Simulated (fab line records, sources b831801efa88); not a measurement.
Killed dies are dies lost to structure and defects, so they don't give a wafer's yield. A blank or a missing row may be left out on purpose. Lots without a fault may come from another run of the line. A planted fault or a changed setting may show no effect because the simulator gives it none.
fab line records | flow sky130
record lots=5 wafers=15 last_day=49
route steps=708 shown VT_ADJUST_NCORE@121
lots that met no fault: from a run of the same line without faults
start_h: hours from the record's first day to the start of the lot's first wafer shown | wait_h: hours since the lot's step before | " the same as in the row above | L1.1+2: a row that stands for several wafers | - no value, or no start given | * or withheld: withheld | < > ~ a bound
route shown NAME@n: a module of which the file shows steps, and the number in the route of the first | usual: mean/standard deviation of fault-free wafers | same: alike in all rows | chamber/n: place in a boat | sites: the reading at each site | _std_site: their standard deviation | _edge_site: outer sites' mean less inner sites' | radius_mm: how far each site lies from the wafer's centre | mask NAME#n: copy n | behind: the tool/chamber that last shaped the wafer | hold: why the lot was held/for how many hours/how that ended | device: the transistor (n, p or np) that didn't switch | end of line: the same wafers' tests at the end of the route | a step without rows: its recipe alone | killed: dies lost to structure and defects at the first sort, not the wafer's yield | map: a wafer's dies, x killed, . not, _ none there
set.NAME: the setting as run; set.NAME@STEP: as run at that earlier step | model.NAME: the simulator's own value behind a step, which no gauge read
lots at some steps of the route; a table a step, a row a wafer
services: from which hour (start_h, from the record's first day; less than 0 if before it) a tool's chamber was out of use, for how many hours, and why
## steps
# step SKY_VT_ADJUST_NCORE_COAT_02
# recipe resist=NOVOLAK spin_rpm=3000 resist_thk_nm=1140
# usual chill_plate_temp_C=22.98/0.096 resist_line_temp_C=22.98/0.1
# columns lot.wafer tool chamber start_h wait_h chill_plate_temp_C resist_line_temp_C
L074.2 litho_track-04 0 176.54 0.1 22.71 22.93
L074.5 " 0 " " 22.84 23.05
L074.6 " 0 " " 23.06 23.10
L077.4 litho_track-01 0 199.04 0.1 23.03 22.68
L077.5 " 0 " " 23.05 22.61
L077.6 " 0 " " 23.01 22.85
L080.1 litho_track-01 0 215.57 0.1 22.80 23.00
L080.4 " 0 " " 23.00 23.05
L080.5 " 0 " " 22.94 23.03
L085.1 litho_track-04 0 243.71 0.1 23.06 23.11
L085.4 " 0 " " 22.96 23.00
L085.5 " 0 " " 23.05 23.13
L093.2 litho_track-02 0 300.99 0.1 23.07 22.89
L093.3 " 0 " " 23.11 22.92
L093.4 " 0 " " 23.07 22.84
# step SKY_VT_ADJUST_NCORE_SOFTBAKE_03
# recipe temp_c=90 time_s=60 resist=NOVOLAK
# usual chill_plate_temp_C=22.99/0.11 resist_line_temp_C=23.00/0.1
# columns lot.wafer tool chamber start_h wait_h chill_plate_temp_C resist_line_temp_C
L074.2 litho_track-04 0 176.69 0.1 23.12 23.03
L074.5 " 0 " " 22.99 23.03
L074.6 " 0 " " 23.09 23.15
L077.4 litho_track-01 0 199.19 0.1 22.95 23.21
L077.5 " 0 " " 22.98 23.13
L077.6 " 0 " " 22.86 23.08
L080.1 litho_track-01 0 215.72 0.1 23.12 23.04
L080.4 " 0 " " 23.04 23.06
L080.5 " 0 " " 22.96 23.18
L085.1 litho_track-04 0 243.86 0.1 22.99 22.95
L085.4 " 0 " " 23.07 23.03
L085.5 " 0 " " 22.97 22.92
L093.2 litho_track-02 0 301.14 0.1 23.00 22.87
L093.3 " 0 " " 23.14 23.00
L093.4 " 0 " " 23.07 23.02
# step SKY_VT_ADJUST_NCORE_EXPOSE_04
# recipe mask_id=LVTN_COMPLEMENT_THIN na=0.6 source_shape=conventional sigma_outer=0.6 polarization=unpolarized target_cd_nm=380 dose_mj=139
# columns lot.wafer tool chamber start_h wait_h mask
L074.2+5+6 iline_stepper-02 0 - - LVTN_COMPLEMENT_THIN#0
L077.4+5+6 iline_stepper-01 0 - - LVTN_COMPLEMENT_THIN#0
L080.1+4+5 iline_stepper-01 0 - - LVTN_COMPLEMENT_THIN#0
L085.1+4+5 iline_stepper-02 0 - - LVTN_COMPLEMENT_THIN#0
L093.2+3+4 iline_stepper-01 0 - - LVTN_COMPLEMENT_THIN#0
# step SKY_VT_ADJUST_NCORE_PEB_05
# recipe temp_c=withheld time_s=* resist=NOVOLAK
# usual chill_plate_temp_C=* resist_line_temp_C=*
# columns lot.wafer tool chamber start_h wait_h chill_plate_temp_C resist_line_temp_C
L074.2 litho_track-01 0 - - * *
L074.5 " 0 " " * *
L074.6 " 0 " " * *
L077.4 litho_track-02 0 - - * *
L077.5 " 0 " " * *
L077.6 " 0 " " * *
L080.1 litho_track-04 0 - - * *
L080.4 " 0 " " * *
L080.5 " 0 " " * *
L085.1 litho_track-02 0 - - * *
L085.4 " 0 " " * *
L085.5 " 0 " " * *
L093.2 litho_track-01 0 - - * *
L093.3 " 0 " " * *
L093.4 " 0 " " * *
# step SKY_VT_ADJUST_NCORE_DEVELOP_06
# recipe resist=NOVOLAK developer=TMAH develop_time_s=60 dev_temp_c=23
# usual chill_plate_temp_C=23.00/0.099 resist_line_temp_C=23.01/0.097
# columns lot.wafer tool chamber start_h wait_h chill_plate_temp_C resist_line_temp_C
L074.2 litho_track-01 0 186.79 0.1 23.01 23.10
L074.5 " 0 " " 22.90 22.89
L074.6 " 0 " " 22.95 22.93
L077.4 litho_track-02 0 209.09 0.1 22.90 23.02
L077.5 " 0 " " 22.86 23.13
L077.6 " 0 " " 22.81 23.17
L080.1 litho_track-04 0 225.91 0.1 23.00 22.99
L080.4 " 0 " " 23.01 23.00
L080.5 " 0 " " 23.04 22.93
L085.1 litho_track-02 0 254.46 0.1 22.94 23.02
L085.4 " 0 " " 22.97 22.88
L085.5 " 0 " " 22.88 22.83
L093.2 litho_track-01 0 313.99 0.1 23.17 22.96
L093.3 " 0 " " 23.00 22.98
L093.4 " 0 " " 23.02 23.09
# step SKY_VT_ADJUST_NCORE_CD_MEAS_07
# recipe target_cd_nm=380
# usual cd_nm=379.4/2.9
# columns lot.wafer tool chamber start_h wait_h cd_nm
L074.2 cd_sem-01 - 186.94 0.1 381.7
L074.5 " - " " 380.0
L074.6 " - " " 381.8
L077.4 cd_sem-01 - 209.22 0.1 376.6
L077.5 " - " " 375.2
L077.6 " - " " 374.4
L080.1 cd_sem-01 - 226.06 0.1 379.1
L080.4 " - " " 378.5
L080.5 " - " " 378.8
L085.1 cd_sem-02 - 254.61 0.1 384.2
L085.4 " - " " 383.3
L085.5 " - " " 385.0
L093.2 cd_sem-01 - 314.23 0.2 376.6
L093.3 " - " " 376.3
L093.4 " - " " 377.4
# step SKY_VT_ADJUST_NCORE_OVL_MEAS_08
# usual VT_ADJUST_NCORE_OVL=-0.4/1.3
# columns lot.wafer tool chamber start_h wait_h VT_ADJUST_NCORE_OVL[nm]
L074.2 overlay-02 - 187.04 0.1 -0.2
L074.5 " - " " -1.1
L074.6 " - " " 0.0
L077.4 overlay-02 - 209.30 0.1 0.5
L077.5 " - " " -0.3
L077.6 " - " " -2.4
L080.1 overlay-01 - 226.18 0.1 0.2
L080.4 " - " " 0.5
L080.5 " - " " 0.5
L085.1 overlay-01 - 254.73 0.1 -0.3
L085.4 " - " " 1.6
L085.5 " - " " -1.0
L093.2 overlay-02 - 314.34 0.1 -2.1
L093.3 " - " " 0.7
L093.4 " - " " -0.2
# step SKY_VT_ADJUST_NCORE_IMPLANT_09
# recipe species=B energy_kev=10 dose_cm2=2.4e+12 tilt_deg=withheld
# usual faraday_current_uA=13.55/0.27
# columns lot.wafer tool chamber start_h wait_h faraday_current_uA
L074.2 implanter-03 0 187.10 0.0 13.47
L074.5 " 0 " " 13.78
L074.6 " 0 " " 13.40
L077.4 implanter-02 0 209.39 0.1 13.70
L077.5 " 0 " " 13.39
L077.6 " 0 " " 13.79
L080.1 implanter-02 0 226.22 0.0 13.40
L080.4 " 0 " " 13.71
L080.5 " 0 " " 13.52
L085.1 implanter-01 0 254.77 0.0 13.20
L085.4 " 0 " " 14.02
L085.5 " 0 " " 13.66
L093.2 implanter-03 0 314.40 0.0 12.86
L093.3 " 0 " " 13.28
L093.4 " 0 " " 13.12
# step SKY_VT_ADJUST_NCORE_STRIP_10
# recipe chemistry=O2/N2 power_w=1400 pressure_mtorr=1500 platen_temp_c=withheld o2_flow_sccm=3000 n2_flow_sccm=300 overash_fraction=0.5
# usual drypump_motor_current_A=5.66/0.27 oes_product_au=0.715/0.0046 strip_time_to_endpoint_s=14.19/0.039
# columns lot.wafer tool chamber start_h wait_h drypump_motor_current_A oes_product_au rf_hours_counter_h strip_time_to_endpoint_s
L074.2 plasma_asher-03 0 187.22 0.1 5.72 0.714 39 14.19
L074.5 " 1 " " 5.71 0.710 - 14.24
L074.6 " 0 " " 5.70 0.708 - 14.19
L077.4 plasma_asher-03 0 209.50 0.1 5.72 0.717 - 14.23
L077.5 " 1 " " 5.70 0.711 - 14.21
L077.6 " 0 " " 5.71 0.709 - 14.22
L080.1 plasma_asher-01 0 226.37 0.1 5.89 0.705 9 14.15
L080.4 " 0 " " 5.87 0.712 - 14.17
L080.5 " 1 " " 5.17 0.719 - 14.20
L085.1 plasma_asher-01 0 254.92 0.1 5.85 0.723 12 14.13
L085.4 " 0 " " 5.87 0.718 - 14.17
L085.5 " 0 " " 5.85 0.719 - 14.19
L093.2 plasma_asher-03 1 314.52 0.1 5.70 0.723 51 14.15
L093.3 " 0 " " 5.75 0.717 - 14.13
L093.4 " 1 " " 5.68 0.715 - 14.14
## services
# columns tool chamber start_h hours kind
implanter-01 - 154.46 18.6 pm
implanter-02 - 158.33 2.8 pm
iline_stepper-02 - 159.46 3.4 repair
iline_stepper-01 - 170.21 1.7 pm
plasma_asher-01 - 181.76 14.6 pm
implanter-03 - 183.91 0.8 repair
iline_stepper-01 0 189.14 - calibration
implanter-02 - 211.96 3.5 repair
implanter-03 - 263.49 1.4 repair
## key
fault none
